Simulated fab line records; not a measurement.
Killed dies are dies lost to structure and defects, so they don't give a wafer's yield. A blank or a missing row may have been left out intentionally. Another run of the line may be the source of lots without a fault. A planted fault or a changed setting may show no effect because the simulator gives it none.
The tool behind it: which one?	flow gf180mcu	6 lots, 18 wafers sampled, at 3 steps of a route of 602

== WHAT THE GAUGES READ, wafer by wafer ==
GF_PSD_TW_MEAS_11.
lot	measured	on	PSD_TW
L685	day 14 19:19	film_metro-03	3197 3193 3200
L691	day 17 08:20	film_metro-03	30 30 30 30 30 30
L695	day 18 14:40	film_metro-02	3142 3133 3146
L697	day 19 09:52	film_metro-01	3199 3229 3222
L702	day 20 22:07	film_metro-02	3136 3156 3141
L705	day 21 23:56	film_metro-03	3208 3208 3196

== TOOL THAT RAN EACH LOT (tool first, then ch and the chambers of the sampled wafers, then the start) ==
lot	GF_NSD_STRIP_11	GF_PSD_STRIP_10
L685	plasma_asher-04 ch 0,1, day 13 22:49	plasma_asher-03 ch 0,1, day 14 19:13
L691	plasma_asher-03 ch 1, day 16 09:11	plasma_asher-03 ch 0,1, day 17 08:14
L695	plasma_asher-01 ch 0,1, day 17 14:38	plasma_asher-01 ch 0,1, day 18 14:34
L697	plasma_asher-04 ch 0, day 18 10:47	plasma_asher-01 ch 0, day 19 09:46
L702	plasma_asher-04 ch 0,1, day 19 21:50	plasma_asher-01 ch 0,1, day 20 22:01
L705	plasma_asher-01 ch 0,1, day 21 00:22	plasma_asher-03 ch 0,1, day 21 23:50
- GF_NSD_STRIP_11: strips in O2/N2.
- GF_PSD_STRIP_10: strips in O2/N2.

== THE ANSWER, worked out from the rows above alone ==
Rule: the lots themselves supply what counts as usual. The widest of any qualifying gaps counts: lots, ordered by their means at a reading, are off when they make up no more than a third of the lots, leave a main group of 4 or more, and stand apart from it by 3 or more times the standard deviation of that group's means. The tables above print the reading to a certain number of digits; a main group whose means all agree to those digits is not used. Also off: a lot with no number at a reading for which 4 or more lots have one. Any other lot the step has rows for is counted as sound.
Off: L691, seen at GF_PSD_TW_MEAS_11 (PSD_TW). For the main group the mean is 3180 and the standard deviation 32.
A tool fits if, at a process step before that reading, it ran every lot that is off, and no sound lot after the first of them. The gauges at GF_PSD_TW_MEAS_11 are tried like those tools. One candidate fits, namely plasma_asher-03 at GF_NSD_STRIP_11. It ran no sound lot before its first lot that is off in this sample, so the start can't be narrowed down.

== WHAT THE SIMULATOR HAD INSERTED ==
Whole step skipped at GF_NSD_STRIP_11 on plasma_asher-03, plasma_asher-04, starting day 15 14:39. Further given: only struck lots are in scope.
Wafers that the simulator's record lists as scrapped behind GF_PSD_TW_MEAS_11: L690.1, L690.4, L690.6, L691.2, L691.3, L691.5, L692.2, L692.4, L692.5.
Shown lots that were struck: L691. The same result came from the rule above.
